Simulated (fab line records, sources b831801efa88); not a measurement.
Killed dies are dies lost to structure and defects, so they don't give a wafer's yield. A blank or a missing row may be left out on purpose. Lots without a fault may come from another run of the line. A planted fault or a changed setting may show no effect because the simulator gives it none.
One fault seen from 2 desks | flow sky130 | each desk has only its own numbers; what lay behind them comes last

THE METROLOGY DESK
What the gauges read, lot by lot, whatever tool the lot ran on: means of the sampled wafers that have a number. A lot is out of limits, marked OUT, if its mean lies more than 4 standard deviations from the usual mean; the brackets give that distance.
Columns: A = VT_ADJUST_PCH_OVL at SKY_VT_ADJUST_PCH_OVL_MEAS_07, usual -0.4 nm; B = CONTACT_CVD_00_THK at SKY_CONTACT_THK_MEAS_01, usual 75.1 nm
lot  | first seen here | A    | B
L406 | day 10 09:03    | -0.2 | 74.8
L407 | day 10 13:03    | -0.3 | 74.8
L410 | day 11 12:51    | -1.5 | 75.1
L415 | day 12 23:35    | -2.8 | 74.9
L416 | day 13 09:32    | -1.1 | 95.8 (+23) OUT
L417 | day 13 18:55    | 0.8  | 90.4 (+17) OUT
L419 | day 14 04:23    | 2.1  | 89.7 (+16) OUT
L424 | day 16 06:39    | 1.4  | 74.9
L425 | day 16 18:54    | -0.8 | 74.2
L427 | day 17 00:37    | 2.0  | 75.9
L428 | day 17 11:00    | -1.7 | 75.0
L429 | day 17 14:15    | -1.6 | 75.4
This desk's finding: out of limits on L416, L417, L419; first on L416, day 33 12:47 (CONTACT_CVD_00_THK at SKY_CONTACT_THK_MEAS_01). In limits: L406, L407, L410, L415, L424, L425, L427, L428, L429.

THE TOOL OWNER'S DESK: pecvd-03
The tool's own readings at SKY_CONTACT_CVD_00 (deposits Si3N4, target thk 75 nm): means of the sampled wafers that have a number, for each lot that ran on this tool. A lot is out of limits, marked OUT, if its mean lies more than 4 standard deviations from the usual mean; the brackets give that distance.
Columns: A = heater_power_w at SKY_CONTACT_CVD_00, usual 709 W
lot  | first seen here | A
L406 | day 29 20:10    | 792
L415 | day 33 08:47    | 759
L416 | day 33 12:45    | 765
L417 | day 33 22:28    | 744
L419 | day 34 08:13    | 714
L425 | day 36 20:57    | 730
L428 | day 37 10:47    | 743
L429 | day 37 15:28    | 755
This desk's finding: nothing out of limits on any of the 8 lots.

PUT TOGETHER
The metrology desk could have raised an alarm at day 33 12:47, on L416, L417, L419.
The tool owner's desk saw nothing out of limits.
The tool owner's desk has L416, L417, L419 on record, within its limits.
Of the lots named, all ran SKY_CONTACT_CVD_00 on pecvd-03.

WHAT THE SIMULATOR HAD PUT IN
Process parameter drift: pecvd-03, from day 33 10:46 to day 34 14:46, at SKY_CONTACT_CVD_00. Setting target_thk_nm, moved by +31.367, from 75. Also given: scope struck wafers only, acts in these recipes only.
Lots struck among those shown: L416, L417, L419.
Hours from the fault's start to each desk's first reading out of limits: the metrology desk, 2.
